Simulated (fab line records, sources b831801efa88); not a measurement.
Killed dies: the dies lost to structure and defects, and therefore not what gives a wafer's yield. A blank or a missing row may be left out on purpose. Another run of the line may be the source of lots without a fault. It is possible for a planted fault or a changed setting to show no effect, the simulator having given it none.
Which of the tools did it? || flow gf180mcu || 13 lots, 39 wafers sampled, at 3 steps of a route of 602

== WHAT THE GAUGES SHOWED, per wafer ==
GF_M2_OVL_MEAS_15. Usual: for M2_OVL the level is -2 nm and the standard deviation is 5.3.
{"lot": "L142", "measured": "day 19 01:34", "on": "overlay-01", "M2_OVL (nm)": "-6 -3 -9", "flag": ""}
{"lot": "L143", "measured": "day 19 12:03", "on": "overlay-01", "M2_OVL (nm)": "8 -3 -1", "flag": ""}
{"lot": "L144", "measured": "day 19 15:50", "on": "overlay-01", "M2_OVL (nm)": "1 3 -5", "flag": ""}
{"lot": "L145", "measured": "day 20 10:38", "on": "overlay-01", "M2_OVL (nm)": "-10 -7 -8", "flag": ""}
{"lot": "L146", "measured": "day 20 21:01", "on": "overlay-02", "M2_OVL (nm)": "3 5 -3", "flag": ""}
{"lot": "L147", "measured": "day 21 10:45", "on": "overlay-01", "M2_OVL (nm)": "5 -3 6", "flag": ""}
{"lot": "L148", "measured": "day 21 13:46", "on": "overlay-02", "M2_OVL (nm)": "3 -16 2", "flag": ""}
{"lot": "L151", "measured": "day 22 21:32", "on": "overlay-02", "M2_OVL (nm)": "-4 4 1", "flag": ""}
{"lot": "L153", "measured": "day 23 04:43", "on": "overlay-01", "M2_OVL (nm)": "1 -2 -6", "flag": ""}
{"lot": "L157", "measured": "day 24 20:56", "on": "overlay-02", "M2_OVL (nm)": "-7 3 -11", "flag": ""}
{"lot": "L158", "measured": "day 25 01:16", "on": "overlay-01", "M2_OVL (nm)": "6 -2 -8", "flag": ""}
{"lot": "L162", "measured": "day 26 01:26", "on": "overlay-02", "M2_OVL (nm)": "7 1 5", "flag": ""}
{"lot": "L165", "measured": "day 27 01:52", "on": "overlay-02", "M2_OVL (nm)": "8 -8 2", "flag": ""}

GF_V2_BOW_MEAS_05. Usual: for V2_BOW the level is 99 um and the standard deviation is 8.1.
{"lot": "L142", "measured": "day 19 02:50", "on": "film metro-04", "V2_BOW (um)": "98 94 102", "flag": ""}
{"lot": "L143", "measured": "day 19 13:46", "on": "film metro-03", "V2_BOW (um)": "105 99 97", "flag": ""}
{"lot": "L144", "measured": "day 19 17:10", "on": "film metro-02", "V2_BOW (um)": "84 92 102", "flag": ""}
{"lot": "L145", "measured": "day 20 12:03", "on": "film metro-02", "V2_BOW (um)": "97 103 100", "flag": ""}
{"lot": "L146", "measured": "day 20 22:25", "on": "film metro-04", "V2_BOW (um)": "111 112 119", "flag": ""}
{"lot": "L147", "measured": "day 21 12:17", "on": "film metro-03", "V2_BOW (um)": "90 99 104", "flag": ""}
{"lot": "L148", "measured": "day 21 15:16", "on": "film metro-02", "V2_BOW (um)": "97 96 110", "flag": ""}
{"lot": "L151", "measured": "day 22 22:51", "on": "film metro-02", "V2_BOW (um)": "98 96 113", "flag": ""}
{"lot": "L153", "measured": "day 23 06:02", "on": "film metro-04", "V2_BOW (um)": "86 94 102", "flag": ""}
{"lot": "L157", "measured": "day 24 22:18", "on": "film metro-04", "V2_BOW (um)": "103 112 111", "flag": ""}
{"lot": "L158", "measured": "day 25 02:32", "on": "film metro-04", "V2_BOW (um)": "105 115 90", "flag": ""}
{"lot": "L162", "measured": "day 26 02:46", "on": "film metro-02", "V2_BOW (um)": "98 109 112", "flag": ""}
{"lot": "L165", "measured": "day 27 03:10", "on": "film metro-02", "V2_BOW (um)": "95 96 100", "flag": ""}

GF_V2_CD_MEAS_14: the cd target is 260 nm. Usual: cd nm 259.9 nm, standard deviation 1.
{"lot": "L142", "measured": "day 20 03:09", "on": "cd sem-01", "cd nm (nm)": "260.1 260.8 260.8", "flag": ""}
{"lot": "L143", "measured": "day 20 14:36", "on": "cd sem-02", "cd nm (nm)": "260.6 259.9 259.9", "flag": ""}
{"lot": "L144", "measured": "day 20 17:35", "on": "cd sem-01", "cd nm (nm)": "257.4 257.6 258.3", "flag": ""}
{"lot": "L145", "measured": "day 21 11:05", "on": "cd sem-01", "cd nm (nm)": "261.9 261.2 261.0", "flag": ""}
{"lot": "L146", "measured": "day 21 22:06", "on": "cd sem-02", "cd nm (nm)": "261.1 260.9 261.7", "flag": ""}
{"lot": "L147", "measured": "day 22 11:38", "on": "cd sem-01", "cd nm (nm)": "258.4 260.0 259.1", "flag": ""}
{"lot": "L148", "measured": "day 22 14:33", "on": "cd sem-02", "cd nm (nm)": "258.9 259.1 259.1", "flag": ""}
{"lot": "L151", "measured": "day 23 21:49", "on": "cd sem-02", "cd nm (nm)": "259.7 258.7 259.6", "flag": ""}
{"lot": "L153", "measured": "day 24 04:13", "on": "cd sem-02", "cd nm (nm)": "259.7 258.6 259.1", "flag": ""}
{"lot": "L157", "measured": "day 25 19:38", "on": "cd sem-02", "cd nm (nm)": "259.0 258.8 260.3", "flag": ""}
{"lot": "L158", "measured": "day 25 23:51", "on": "cd sem-02", "cd nm (nm)": "259.2 259.0 259.4", "flag": ""}
{"lot": "L162", "measured": "day 26 23:19", "on": "cd sem-02", "cd nm (nm)": "260.8 260.4 259.8", "flag": ""}
{"lot": "L165", "measured": "day 27 22:43", "on": "cd sem-02", "cd nm (nm)": "259.9 260.9 260.4", "flag": ""}

== WHAT TOOL EACH LOT RAN ON (gives the tool, then ch and the chambers of the sampled wafers, and finally the start) ==
Before these readings, the record contains no process step.

== AS READ BY THE TOOLS THEMSELVES (means over the sampled wafers that have a number; for cases with no such wafer, the mark the record gives instead) ==
The record holds no such reading with a usual standard deviation.

== THE ANSWER, worked out from the rows above alone ==
Rule: take the mean of a lot's wafers that have a number; if it is more than 3 standard deviations from the usual mean, the lot is off. A lot without any number at a reading at which 4 lots or more have one is off too. Where the step has rows for the other lots, those lots are counted as sound. The gauges are gone through in route order, then the tools' own readings, and for those a lot's mean is taken as printed above. The first step at which some lot is off is used, and at that step the reading that is off furthest; a lot without a number counts as furthest.
Across all readings shown, no lot is off: no conclusion can be drawn from this.

== WHAT WAS PUT IN BY THE SIMULATOR ==
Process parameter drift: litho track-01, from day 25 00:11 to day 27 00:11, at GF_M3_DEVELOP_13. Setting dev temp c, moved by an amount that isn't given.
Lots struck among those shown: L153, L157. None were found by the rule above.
